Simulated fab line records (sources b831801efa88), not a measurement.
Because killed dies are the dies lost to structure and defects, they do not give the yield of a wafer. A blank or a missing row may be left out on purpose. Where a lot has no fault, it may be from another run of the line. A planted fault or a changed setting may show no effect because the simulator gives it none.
fab line records ; flow gf180mcu
[record] lots = 12; wafers = 36; last-day = 34
route steps=602 shown STI@15 LVPWELL@61 VT_IMPLANT@99 DUAL_GATE@143
lots with no fault: from the same line, run without faults
start-h: the number of hours between the record's first day and the start of the first shown wafer of the lot ; wait-h: time in hours since the lot's previous step ; " same as the row above ; L1.1+2: several wafers, shown together as one row ; - value missing, or start not given ; * or withheld: withheld ; < > ~ a bound
route shown NAME@n: names a module that has steps shown in the file, with the first one's number in the route ; usual: mean/standard deviation taken from wafers without a fault ; same: alike in all rows ; chamber/n: place in a boat ; sites: each site's reading ; _std_site: their standard deviation ; _edge_site: inner sites' mean taken away from outer sites' mean ; radius-mm: for every site, how far away it sits from the centre of the wafer ; mask NAME#n: copy n ; behind: the most recent tool/chamber to have shaped the wafer ; hold: reason for holding the lot/hours on hold/outcome of the hold ; device: the n, p or np transistor that did not switch ; end of line: tests run on the same wafers once the route is complete ; a step with no rows: only its recipe ; killed: the dies lost at the first sort to structure and to defects; this is not the yield of the wafer ; map: dies across one wafer; x = killed, . = not, _ = none there
set.NAME: the run value of the setting; set.NAME@STEP: its run value at that earlier step ; model.NAME: the simulator's own value behind a step, which no gauge read
a sample of lots followed through the steps of the route, with each step as a table and each wafer as a row
services: a tool's chamber out of use, with start hour (start-h, from the record's first day; less than 0 if before it), hours out, and reason
[[steps]]
[step GF_STI_ETCH_14]
[recipe] target = Si; chemistry = HBr/Cl2/O2; target-depth-nm = 360; icp-w = 600; bias-w = 150; pressure-mtorr = 15; HBr_flow_sccm = 150; Cl2_flow_sccm = 40; O2_flow_sccm = 6; time-s = 102.9
[usual] drypump-motor-current-A = 5.9/0.38; oes-product-au = 1.000/0.0083; throttle-valve-pct = 25.658/0.01
lot.wafer;tool;chamber;start-h;wait-h;drypump-motor-current-A;oes-product-au;rf-hours-counter-h;throttle-valve-pct
L382.1;rie-si-02;0;27.46;0.0;6.0;0.990;37;25.661
L382.2;rie-si-02;1;27.46;0.0;5.8;1.003;37;25.645
L382.4;rie-si-02;3;27.46;0.0;6.0;1.018;36;25.643
L383.1;rie-si-02;0;31.61;0.0;6.0;0.985;37;25.661
L383.4;rie-si-02;3;31.61;0.0;6.1;1.006;36;25.671
L383.5;rie-si-02;0;31.61;0.0;6.0;0.999;-;25.667
L384.2;rie-si-02;2;36.21;0.0;5.5;0.998;90;25.665
L384.4;rie-si-02;1;36.21;0.0;5.7;1.005;37;25.653
L384.6;rie-si-02;3;36.21;0.0;6.0;1.005;-;25.647
L386.1;rie-si-01;2;46.36;0.0;5.1;0.980;130;25.663
L386.3;rie-si-01;3;46.36;0.0;6.3;0.997;72;25.662
L386.4;rie-si-01;0;46.36;0.0;6.3;1.002;3;25.650
L389.1;rie-si-01;2;62.91;0.0;5.0;0.988;130;25.662
L389.4;rie-si-01;3;62.91;0.0;6.3;0.993;72;25.647
L389.5;rie-si-01;0;62.91;0.0;6.3;0.996;-;25.659
L391.2;rie-si-01;3;71.76;0.0;6.3;0.994;72;25.644
L391.4;rie-si-01;1;71.76;0.0;5.9;0.997;2;25.670
L391.5;rie-si-01;1;71.76;0.0;5.8;1.008;-;25.671
L396.3;rie-si-02;1;97.31;0.0;5.8;1.010;38;25.665
L396.4;rie-si-02;2;97.31;0.0;5.5;0.992;90;25.652
L396.6;rie-si-02;0;97.31;0.0;5.9;0.996;-;25.664
L397.1;rie-si-02;0;102.48;0.0;6.0;1.004;38;25.667
L397.5;rie-si-02;3;102.48;0.0;6.0;1.013;-;25.643
L397.6;rie-si-02;0;102.48;0.0;6.0;0.987;-;25.637
L398.2;rie-si-02;2;107.66;0.0;5.5;0.991;90;25.656
L398.5;rie-si-02;3;107.66;0.0;6.1;1.009;-;25.639
L398.6;rie-si-02;0;107.66;0.0;6.0;0.995;-;25.670
L399.1;rie-si-02;0;113.23;0.0;6.0;0.998;38;25.663
L399.3;rie-si-02;2;113.23;0.0;5.6;0.987;90;25.655
L399.4;rie-si-02;3;113.23;0.0;6.1;1.010;37;25.655
L400.2;rie-si-01;3;118.56;0.0;6.3;0.990;72;25.668
L400.3;rie-si-01;2;118.56;0.0;5.1;0.994;130;25.662
L400.6;rie-si-01;1;118.56;0.0;5.8;1.010;-;25.668
L405.1;rie-si-01;0;145.56;0.0;6.4;1.002;4;25.649
L405.2;rie-si-01;1;145.56;0.0;5.9;1.004;3;25.652
L405.3;rie-si-01;3;145.56;0.0;6.3;0.997;72;25.680
[step GF_LVPWELL_OVL_MEAS_07]
[usual] LVPWELL_OVL = -1.0/1.3
lot.wafer;tool;chamber;start-h;wait-h;LVPWELL_OVL[nm]
L382.1;overlay-02;-;72.03;-;-1.0
L382.2;overlay-02;-;72.03;-;0.7
L382.4;overlay-02;-;72.03;-;-2.0
L383.1;overlay-01;-;77.13;-;0.5
L383.4;overlay-01;-;77.13;-;0.7
L383.5;overlay-01;-;77.13;-;-0.7
L384.2;overlay-02;-;80.64;-;-1.5
L384.4;overlay-02;-;80.64;-;-2.8
L384.6;overlay-02;-;80.64;-;-0.8
L386.1;overlay-01;-;90.56;-;-1.5
L386.3;overlay-01;-;90.56;-;0.3
L386.4;overlay-01;-;90.56;-;-0.3
L389.1;overlay-01;-;109.73;-;-2.0
L389.4;overlay-01;-;109.73;-;-0.6
L389.5;overlay-01;-;109.73;-;-0.2
L391.2;overlay-01;-;117.45;-;-0.1
L391.4;overlay-01;-;117.45;-;-1.4
L391.5;overlay-01;-;117.45;-;-1.7
L396.3;overlay-02;-;146.96;-;-2.4
L396.4;overlay-02;-;146.96;-;-0.1
L396.6;overlay-02;-;146.96;-;0.4
L397.1;overlay-02;-;151.94;-;-2.4
L397.5;overlay-02;-;151.94;-;-3.0
L397.6;overlay-02;-;151.94;-;-1.6
L398.2;overlay-01;-;158.55;-;-0.3
L398.5;overlay-01;-;158.55;-;0.6
L398.6;overlay-01;-;158.55;-;0.4
L399.1;overlay-01;-;164.41;-;-0.8
L399.3;overlay-01;-;164.41;-;0.3
L399.4;overlay-01;-;164.41;-;-1.2
L400.2;overlay-01;-;170.48;-;-1.0
L400.3;overlay-01;-;170.48;-;0.5
L400.6;overlay-01;-;170.48;-;0.6
L405.1;overlay-01;-;199.51;-;-3.1
L405.2;overlay-01;-;199.51;-;-0.6
L405.3;overlay-01;-;199.51;-;-2.2
[step GF_VT_IMPLANT_STRIP_09]
[recipe] chemistry = O2/N2; power-w = 1400; pressure-mtorr = 1500; platen-temp-c = 250; o2-flow-sccm = 3000; n2-flow-sccm = 300; overash-fraction = 0.5
[usual] drypump-motor-current-A = 5.6/0.53; heater-power-w = 321/20; oes-product-au = 0.716/0.0049; strip-time-to-endpoint-s = 12.63/0.034
lot.wafer;tool;chamber;start-h;wait-h;drypump-motor-current-A;heater-power-w;oes-product-au;rf-hours-counter-h;strip-time-to-endpoint-s
L382.1;plasma-asher-02;0;114.12;0.1;6.5;290;0.711;44;12.68
L382.2;plasma-asher-02;1;114.12;0.1;5.4;320;0.719;44;12.64
L382.4;plasma-asher-02;1;114.12;0.1;5.4;321;0.717;-;12.69
L383.1;plasma-asher-04;1;120.28;0.1;5.6;337;0.727;0;12.57
L383.4;plasma-asher-04;1;120.28;0.1;5.6;340;0.710;-;12.60
L383.5;plasma-asher-04;1;120.28;0.1;5.6;328;0.719;-;12.56
L384.2;plasma-asher-04;1;124.32;0.1;5.6;341;0.720;1;12.61
L384.4;plasma-asher-04;1;124.32;0.1;5.6;331;0.715;-;12.58
L384.6;plasma-asher-04;1;124.32;0.1;5.6;337;0.720;-;12.60
L386.1;plasma-asher-03;1;135.38;0.1;6.0;349;0.716;34;12.59
L386.3;plasma-asher-03;1;135.38;0.1;6.0;348;0.719;-;12.64
L386.4;plasma-asher-03;0;135.38;0.1;4.9;333;0.714;-;12.62
L389.1;plasma-asher-02;0;156.78;0.1;6.5;296;0.714;49;12.66
L389.4;plasma-asher-02;1;156.78;0.1;5.4;322;0.715;-;12.68
L389.5;plasma-asher-02;1;156.78;0.1;5.4;317;0.726;-;12.64
L391.2;plasma-asher-02;1;163.96;0.1;5.4;322;0.707;49;12.62
L391.4;plasma-asher-02;1;163.96;0.1;5.4;318;0.711;-;12.62
L391.5;plasma-asher-02;1;163.96;0.1;5.4;322;0.719;-;12.63
L396.3;plasma-asher-04;0;197.93;0.1;5.2;305;0.722;-;12.63
L396.4;plasma-asher-04;1;197.93;0.1;5.6;326;0.712;-;12.61
L396.6;plasma-asher-04;0;197.93;0.1;5.1;305;0.717;-;12.70
L397.1;plasma-asher-04;1;202.60;0.1;5.6;334;0.714;9;12.61
L397.5;plasma-asher-04;1;202.60;0.1;5.6;326;0.715;-;12.63
L397.6;plasma-asher-04;0;202.60;0.1;5.1;305;0.719;-;12.62
L398.2;plasma-asher-03;1;210.33;0.1;6.0;351;0.722;41;12.65
L398.5;plasma-asher-03;1;210.33;0.1;6.0;354;0.709;-;12.66
L398.6;plasma-asher-03;0;210.33;0.1;4.8;331;0.715;-;12.62
L399.1;plasma-asher-03;1;216.31;0.1;6.0;354;0.716;41;12.64
L399.3;plasma-asher-03;1;216.31;0.1;6.0;345;0.713;-;12.65
L399.4;plasma-asher-03;0;216.31;0.1;4.8;338;0.712;-;12.60
L400.2;plasma-asher-03;0;222.63;0.1;4.8;329;0.717;42;12.66
L400.3;plasma-asher-03;1;222.63;0.1;6.0;349;0.715;-;12.66
L400.6;plasma-asher-03;1;222.63;0.1;6.0;353;0.719;-;12.63
L405.1;plasma-asher-04;0;255.16;0.1;5.1;295;0.713;13;12.60
L405.2;plasma-asher-04;1;255.16;0.1;5.6;328;0.719;13;12.58
L405.3;plasma-asher-04;0;255.16;0.1;5.1;303;0.714;-;12.58
[step GF_DUAL_GATE_OXIDATION_02]
[recipe] temp-c = 900; ambient = O2; stabilise-s = 600; purge-s = 300; target-thk-a = 108.87; ox-time-s = 1561
[usual] spike-tc-bottom-C = 917.3/1.8; spike-tc-centre-C = 900.1/0.94; spike-tc-lower-C = 900.6/1; spike-tc-top-C = 911.2/1.9; spike-tc-upper-C = 900.1/1.1; tube-center-temp-C = 899.99/0.072; tube_center_temp_C_max = 902.3/0.37; zone-power-upper-pct = 19.50/0.21
lot.wafer;tool;chamber;start-h;wait-h;spike-tc-bottom-C;spike-tc-centre-C;spike-tc-lower-C;spike-tc-top-C;spike-tc-upper-C;tube-center-temp-C;tube_center_temp_C_max;zone-power-upper-pct
L382.1;furnace-01;0;163.01;1.6;919.0;900.3;899.6;911.8;899.0;900.04;902.8;19.38
L382.2;furnace-01;0;163.01;1.6;920.1;901.6;901.3;911.3;898.6;900.01;902.8;19.89
L382.4;furnace-01;0;163.01;1.6;917.6;900.5;901.4;909.6;902.0;900.11;902.5;19.85
L383.1;furnace-02;0;167.50;0.8;915.1;899.5;900.4;913.0;901.5;900.07;902.4;19.52
L383.4;furnace-02;0;167.50;0.8;914.6;899.8;899.9;913.9;900.1;899.93;902.3;19.28
L383.5;furnace-02;0;167.50;0.8;915.8;897.6;902.3;912.3;901.0;899.98;903.0;19.43
L384.2;furnace-02;0;172.91;0.0;916.3;900.3;901.2;911.7;900.7;900.02;902.0;19.56
L384.4;furnace-02;0;172.91;0.0;914.5;900.5;901.0;912.0;900.7;900.14;902.0;18.96
L384.6;furnace-02;0;172.91;0.0;917.0;898.0;902.4;913.2;899.9;899.97;902.4;19.25
L386.1;furnace-02;0;183.44;0.0;897.9;884.5;884.5;896.6;884.9;884.59;886.7;18.63
L386.3;furnace-02;0;183.44;0.0;899.2;884.6;885.4;898.3;887.6;884.57;886.3;18.66
L386.4;furnace-02;0;183.44;0.0;901.0;884.3;886.1;897.7;884.5;884.59;886.8;18.86
L389.1;furnace-02;0;208.37;0.0;901.1;886.4;886.1;898.7;886.4;884.53;886.3;18.94
L389.4;furnace-02;0;208.37;0.0;900.2;883.5;886.3;897.0;886.4;884.5;886.2;18.74
L389.5;furnace-02;0;208.37;0.0;900.9;887.0;886.3;897.7;885.9;884.53;887.6;18.70
L391.2;furnace-02;0;215.60;0.0;900.1;885.3;885.7;896.7;884.2;884.58;886.7;18.85
L391.4;furnace-02;0;215.60;0.0;901.4;884.0;886.1;898.1;887.0;884.64;887.0;18.83
L391.5;furnace-02;0;215.60;0.0;899.7;883.2;885.2;898.2;884.1;884.55;887.1;18.99
L396.3;furnace-01;0;253.52;0.0;918.7;898.9;900.2;909.6;899.5;900.05;902.3;19.47
L396.4;furnace-01;0;253.52;0.0;915.9;898.9;900.7;910.3;899.2;900.02;902.7;19.41
L396.6;furnace-01;0;253.52;0.0;918.6;900.9;901.1;908.7;899.1;900.06;902.2;19.70
L397.1;furnace-01;0;258.55;0.0;917.9;901.1;897.5;909.7;897.9;900.08;902.3;19.54
L397.5;furnace-01;0;258.55;0.0;919.8;900.3;897.2;911.4;900.3;900.11;901.9;19.62
L397.6;furnace-01;0;258.55;0.0;917.1;899.3;901.1;909.7;898.1;899.92;901.8;19.75
L398.2;furnace-01;0;267.10;0.0;918.5;899.6;901.2;909.4;898.7;899.98;902.1;19.84
L398.5;furnace-01;0;267.10;0.0;919.0;899.8;900.3;909.6;899.5;900.02;902.4;19.51
L398.6;furnace-01;0;267.10;0.0;917.6;900.7;900.5;911.5;898.6;900.07;902.5;19.55
L399.1;furnace-02;0;274.54;0.0;915.7;898.5;898.9;912.5;901.7;899.9;902.0;19.37
L399.3;furnace-02;0;274.54;0.0;914.7;899.5;901.1;912.2;899.7;900.05;902.7;19.33
L399.4;furnace-02;0;274.54;0.0;914.4;900.4;899.4;912.6;900.5;899.93;902.1;19.32
L400.2;furnace-02;0;281.15;0.0;914.7;897.8;899.5;911.6;900.9;899.97;902.3;19.20
L400.3;furnace-02;0;281.15;0.0;916.7;900.1;900.6;912.9;901.7;899.95;902.5;19.23
L400.6;furnace-02;0;281.15;0.0;917.1;900.3;901.1;911.5;902.3;899.9;902.3;19.26
L405.1;furnace-02;0;315.10;0.0;915.1;900.0;903.0;913.7;901.4;899.99;902.4;19.53
L405.2;furnace-02;0;315.10;0.0;915.9;901.1;899.1;914.3;900.5;900.06;902.0;19.50
L405.3;furnace-02;0;315.10;0.0;915.8;900.7;900.7;911.1;901.0;899.96;902.0;19.35
[step GF_DUAL_GATE_THK_MEAS_03]
[recipe] reads = SiO2_of_DUAL_GATE_OXIDATION_02
[usual] DUAL_GATE_OXIDATION_00_THK = 10.77/0.2
lot.wafer;tool;chamber;start-h;wait-h;DUAL_GATE_OXIDATION_00_THK[nm]
L382.1;film-metro-01;-;164.45;0.0;10.40
L382.2;film-metro-01;-;164.45;0.0;10.44
L382.4;film-metro-01;-;164.45;0.0;10.60
L383.1;film-metro-01;-;168.95;0.0;10.77
L383.4;film-metro-01;-;168.95;0.0;10.79
L383.5;film-metro-01;-;168.95;0.0;10.73
L384.2;film-metro-01;-;174.36;0.0;10.59
L384.4;film-metro-01;-;174.36;0.0;10.72
L384.6;film-metro-01;-;174.36;0.0;10.53
L386.1;film-metro-03;-;184.88;0.0;8.98
L386.3;film-metro-03;-;184.88;0.0;9.16
L386.4;film-metro-03;-;184.88;0.0;9.09
L389.1;film-metro-04;-;209.81;0.0;8.57
L389.4;film-metro-04;-;209.81;0.0;8.70
L389.5;film-metro-04;-;209.81;0.0;8.66
L391.2;film-metro-03;-;217.06;0.0;8.98
L391.4;film-metro-03;-;217.06;0.0;8.85
L391.5;film-metro-03;-;217.06;0.0;8.93
L396.3;film-metro-03;-;254.98;0.0;10.80
L396.4;film-metro-03;-;254.98;0.0;11.04
L396.6;film-metro-03;-;254.98;0.0;11.01
L397.1;film-metro-01;-;259.99;0.0;10.94
L397.5;film-metro-01;-;259.99;0.0;10.88
L397.6;film-metro-01;-;259.99;0.0;10.78
L398.2;film-metro-03;-;268.56;0.0;11.20
L398.5;film-metro-03;-;268.56;0.0;10.97
L398.6;film-metro-03;-;268.56;0.0;10.99
L399.1;film-metro-03;-;275.99;0.0;11.05
L399.3;film-metro-03;-;275.99;0.0;11.04
L399.4;film-metro-03;-;275.99;0.0;10.95
L400.2;film-metro-01;-;282.60;0.0;10.61
L400.3;film-metro-01;-;282.60;0.0;10.87
L400.6;film-metro-01;-;282.60;0.0;10.52
L405.1;film-metro-03;-;316.54;0.0;11.06
L405.2;film-metro-03;-;316.54;0.0;11.11
L405.3;film-metro-03;-;316.54;0.0;10.99
[[services]]
tool;chamber;start-h;hours;kind
rie-si-02;3;6.58;10.0;repair
furnace-01;-;7.48;3.7;pm
furnace-02;-;16.02;3.1;pm
furnace-01;-;31.51;2.7;pm
plasma-asher-02;-;33.73;0.8;repair
plasma-asher-04;-;36.79;15.6;pm
rie-si-02;1;61.85;2.9;repair
rie-si-01;-;81.83;2.8;pm
rie-si-01;3;96.58;4.2;repair
plasma-asher-03;-;100.55;15.6;pm
plasma-asher-04;-;108.75;9.0;pm
rie-si-01;0;109.02;8.6;repair
furnace-02;-;155.78;3.2;pm
rie-si-01;-;160.05;1.6;repair
plasma-asher-04;-;175.83;4.2;repair
plasma-asher-03;-;186.51;2.8;pm
plasma-asher-03;-;191.42;9.2;repair
furnace-01;-;200.38;4.1;pm
plasma-asher-03;-;211.54;4.2;repair
plasma-asher-04;-;216.45;15.1;pm
plasma-asher-04;-;286.59;2.0;repair
rie-si-01;-;290.29;0.5;repair
furnace-02;-;297.12;4.8;pm
plasma-asher-03;-;314.01;1.6;repair
[[key]]
[first-sign] step = GF_DUAL_GATE_OXIDATION_02; reading = tube-center-temp-C; direction = down; sigmas = 99+; usual = *; struck = *
[effect] step = GF_DUAL_GATE_OXIDATION_02; reading = tube_center_temp_C_max; direction = down; sigmas = 42; usual = *; struck = *
[effect] step = GF_DUAL_GATE_THK_MEAS_03; reading = DUAL_GATE_OXIDATION_00_THK; direction = down; sigmas = 9.4; usual = 10.77; struck = 8.88
met-at GF_DUAL_GATE_OXIDATION_02
struck-lots L386,L389,L391
tester-left-out L386,L389,L391
not-acting-at GF_STI_ETCH_14,GF_LVPWELL_OVL_MEAS_07,GF_VT_IMPLANT_STRIP_09
onset-between 172.91 183.44
[fault] kind = process-parameter-drift; tool = furnace-02; chamber = -; onset-h = 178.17; steps = GF_DUAL_GATE_OXIDATION_02; channel = temp-c; offset = *; shape = step; end-h = 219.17; acts-in = *; stated = *
// tester-left-out: of these lots the tester's yield and bins aren't shown, on N5 and GAA mostly nor the transistor test; their killed dies are dies lost to structure and defects alone, not to doping, threshold or leakage, so they don't give the yield
